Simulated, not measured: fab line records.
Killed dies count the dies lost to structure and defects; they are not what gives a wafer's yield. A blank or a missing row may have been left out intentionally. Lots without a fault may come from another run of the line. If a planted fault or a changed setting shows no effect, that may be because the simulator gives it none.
Struck lot and sound lot, side by side | flow sky130 | 44 out of 708 route steps
Sound: wafers L329.1, L329.3, L329.4. Struck: wafer L346.3. (L346.4, L346.6 of the same lot were not struck and are left out.) The cause comes at the end.
Each step with rows lists, per side, the tool, then ch with its chambers, then its first start. Under that, the readings that differ: sound wafers | struck wafers | difference of the means | sigmas: that difference in standard deviations of wafers without a fault.
alike: words and numbers the same on both sides, and readings whose means are apart by under 2 such deviations; not compared: readings that were withheld, readings missing a value for some wafer, numbers with overlapping values and no deviation given by the record, and bounds like >300 which may hide the same value.
A row with sigmas, a row that says differs or no value, or rows on one side alone: a step with any of these is where the two part. Numbers that don't overlap but have no deviation are shown without sigmas and don't part them. A reading missing from all wafers of one side parts the sides only when that side holds two or more wafers.

SKY_VIA3_SPUTTER_20: material TiN, target thk 20 nm, time 80 s.
  sound: pvd-sputter-01 at day 40 05:23; struck: pvd-sputter-03 at day 44 19:19
  reading                  | sound             | struck | difference | sigmas
  chamber-pressure-pa (Pa) | 5.030 5.008 5.020 | 4.992  | -0.027     | -3
  throttle-valve-pct (%)   | 31.3 29.9 31.4    | 29.4   | -1.5       | -2
  alike: cathode-dc-power-W
then, 1 step without rows for these wafers: SKY_VIA3_CVD_21 (deposits W, target thk 390 nm, time 117.31 s).
SKY_VIA3_RS_MEAS_22: the measuring method here is four-point-probe.
  sound: film-metro-04 at day 40 05:34; struck: film-metro-01 at day 44 19:32
  alike: VIA3_W_RS
SKY_VIA3_THK_MEAS_23: measures by xrf.
  sound: film-metro-04 at day 40 05:41; struck: film-metro-01 at day 44 19:38
  alike: VIA3_W_THK
SKY_VIA3_CMP_24: polishes, stops on SiO2, t overpolish 20 s, target thk 0 nm.
  sound on cmp-01 ch 0,1,3, day 40 05:44; struck on cmp-01 ch 0, day 44 19:44
  alike: motor-current-A, overpolish-run-s, time-to-endpoint-s
then, 1 step without rows for these wafers: SKY_METAL4_SPUTTER_00 (material Ti, target thk 15 nm, time 10 s).
SKY_METAL4_SPUTTER_01: material TiN, target thk 20 nm, time 16.7 s.
  sound: pvd-sputter-04 at day 40 06:04; struck: pvd-sputter-04 at day 44 20:00
  alike: cathode-dc-power-W, chamber-pressure-pa, throttle-valve-pct
then, 4 steps without rows for these wafers: SKY_METAL4_SPUTTER_02 (material AlCu, target thk 735 nm, time 39.1 s); SKY_METAL4_SPUTTER_03 (material Ti, target thk 5 nm, time 3.3 s); SKY_METAL4_SPUTTER_04 (material TiN, target thk 70 nm, time 58.3 s); SKY_CAP2M_CVD_00 (deposits SiO2, target thk 15.5 nm).
SKY_CAP2M_THK_MEAS_01:
  sound: film-metro-04 at day 40 06:14; struck: film-metro-03 at day 44 20:11
  alike: CAP2M_CVD_00_THK
SKY_CAP2M_SPUTTER_02: material TiN, target thk 200 nm, time 166.7 s.
  sound: pvd-sputter-01 at day 40 06:17; struck: pvd-sputter-01 at day 44 20:13
  reading                                   | sound                | struck | difference | sigmas
  cathode-dc-power-W (W)                    | 6501.4 6498.8 6501.3 | 6218.8 | -281.7     | -99 or more
  model.TiN_of_CAP2M_SPUTTER_02.thk-nm (nm) | 197.3 199.9 198.3    | 196.4  | -2.1       |
  alike: chamber-pressure-pa, throttle-valve-pct
SKY_CAP2M_RS_MEAS_03: the measuring method here is four-point-probe.
  sound: film-metro-02 at day 40 06:24; struck: film-metro-04 at day 44 20:22
  alike: CAP2M_TIN_RS
SKY_CAP2M_THK_MEAS_04: measures by xrf.
  sound: film-metro-02 at day 40 06:31; struck: film-metro-04 at day 44 20:28
  alike: CAP2M_TIN_THK
then, 7 steps without rows for these wafers: SKY_CAP2M_DEHYDRATE_05 (time 60 s); SKY_CAP2M_HMDS_06 (prime time 60 s); SKY_CAP2M_COAT_07 (resist thk 1140 nm); SKY_CAP2M_SOFTBAKE_08 (time 60 s); SKY_CAP2M_EXPOSE_09 (exposes mask CAP2M, target cd 1000 nm); SKY_CAP2M_PEB_10; SKY_CAP2M_DEVELOP_11 (develop time 60 s).
SKY_CAP2M_OVL_MEAS_12:
  sound: overlay-02 at day 41 06:20; struck: overlay-02 at day 45 18:02
  alike: CAP2M_OVL
SKY_CAP2M_METAL_ETCH_13: etches TiN in Cl2/BCl3, stops on SiO2, target depth 220 nm, time 62.9 s.
  sound on rie-metal-04 ch 0,1, day 41 06:22; struck on rie-metal-03 ch 0, day 45 18:05
  reading                           | sound             | struck | difference | sigmas
  model.etch.depth-nm (nm)          | 197.3 199.9 198.3 | 196.4  | -2.1       |
  model.CAP2M.feature-depth-nm (nm) | 197.3 199.9 198.3 | 196.4  | -2.1       |
  alike: bias-w, drypump-motor-current-A, oes-product-au, throttle-valve-pct
  not compared: rf-hours-counter-h
then, 12 steps without rows for these wafers: SKY_CAP2M_STRIP_14 (strips in O2/N2); SKY_CAP2M_STRIP_15 (strips in post etch residue remover, time 1200 s); SKY_CAP2M_CLEAN_16 (cleans in IPA, time 180 s); SKY_CAP2M_CLEAN_17 (cleans in O3/DIW); SKY_METAL4_DEHYDRATE_05 (time 60 s); SKY_METAL4_HMDS_06 (prime time 60 s); SKY_METAL4_COAT_07 (resist thk 60 nm); SKY_METAL4_COAT_08 (resist thk 1140 nm); SKY_METAL4_SOFTBAKE_09 (time 90 s); SKY_METAL4_EXPOSE_10 (exposes mask MM4, target cd 300 nm); SKY_METAL4_PEB_11; SKY_METAL4_DEVELOP_12 (develop time 60 s).
SKY_METAL4_CD_MEAS_13 targets a cd of 300 nm.
  sound: cd-sem-02 at day 42 06:29; struck: cd-sem-01 at day 46 15:28
  alike: cd-nm
SKY_METAL4_OVL_MEAS_14:
  sound: overlay-02 at day 42 06:36; struck: overlay-01 at day 46 15:34
  alike: METAL4_OVL
then, 1 step without rows for these wafers: SKY_METAL4_DESCUM_15 (chemistry O2, time 8 s).
SKY_METAL4_ETCH_16: etches BARC in N2/H2, stops on SiO2, time 88.2 s, target depth 60 nm.
  sound on rie-metal-02 ch 0, day 42 06:42; struck on rie-metal-02 ch 0, day 46 15:39
  alike: bias-w, drypump-motor-current-A, oes-product-au, throttle-valve-pct
  not compared: rf-hours-counter-h
then, 1 step without rows for these wafers: SKY_METAL4_ETCH_17 (etches SiO2 in C4F8/O2/Ar, stops on TiN, time 3.9 s, target depth 15 nm).
SKY_METAL4_METAL_ETCH_18: etches the open film in Cl2/BCl3, stops on SiO2, target depth 845 nm, time 183.1 s.
  sound on rie-metal-04 ch 0,1, day 42 06:55; struck on rie-metal-01 ch 0, day 46 15:47
  reading                     | sound                | struck | difference | sigmas
  drypump-motor-current-A (A) | 5.81 5.80 5.63       | 6.29   | +0.54      | +2
  oes-product-au (a.u.)       | 0.875 0.855 0.874    | 0.850  | -0.018     | -3
  throttle-valve-pct (%)      | 22.263 22.260 22.276 | 22.246 | -0.020     | -2
  alike: bias-w
  not compared: rf-hours-counter-h
SKY_METAL4_STRIP_20: strips in post etch residue remover, time 1200 s.
  sound on wet-bench-03 ch 1, day 42 07:11; struck on wet-bench-02 ch 3, day 46 16:01
  reading                                   | sound             | struck | difference | sigmas
  model.TiN_of_CAP2M_SPUTTER_02.thk-nm (nm) | 196.5 199.1 197.4 | 195.6  | -2.1       |
  alike: bath-heat-duty-pct
-- the record jumps here: 3 days lie between the struck wafers' starts before and after (it left off in module METAL4 and takes up again in module PAD_OPEN, whose first step shown is number 708 of the route) --
SKY_PAD_OPEN_PROBE_99:
  sound: prober-02 at day 46 05:48; struck: prober-02 at day 50 01:06
  reading                  | sound   | struck | difference | sigmas
  sort_bin_3_pad_short (%) | 0.8 1.0 | 2.2    | +1.3       | +3
  alike: defect-limited-yield, killed_at_M0_to_M3, killed_at_M4_up, killed-at-contacts, killed-at-front-end, killed-at-other, killed-dies, killed-on-rim, killed-open, killed-short, sort_bin_5_function, sort_bin_6_memory, sort-n-pass, sort-yield-pct
  not compared: model.etest.cap-mim2.plate-ohm-sq

== WHERE THEY PART ==
Earliest at SKY_VIA3_SPUTTER_20; latest, in this record, at SKY_PAD_OPEN_PROBE_99.

WHY: the cause the simulator had injected
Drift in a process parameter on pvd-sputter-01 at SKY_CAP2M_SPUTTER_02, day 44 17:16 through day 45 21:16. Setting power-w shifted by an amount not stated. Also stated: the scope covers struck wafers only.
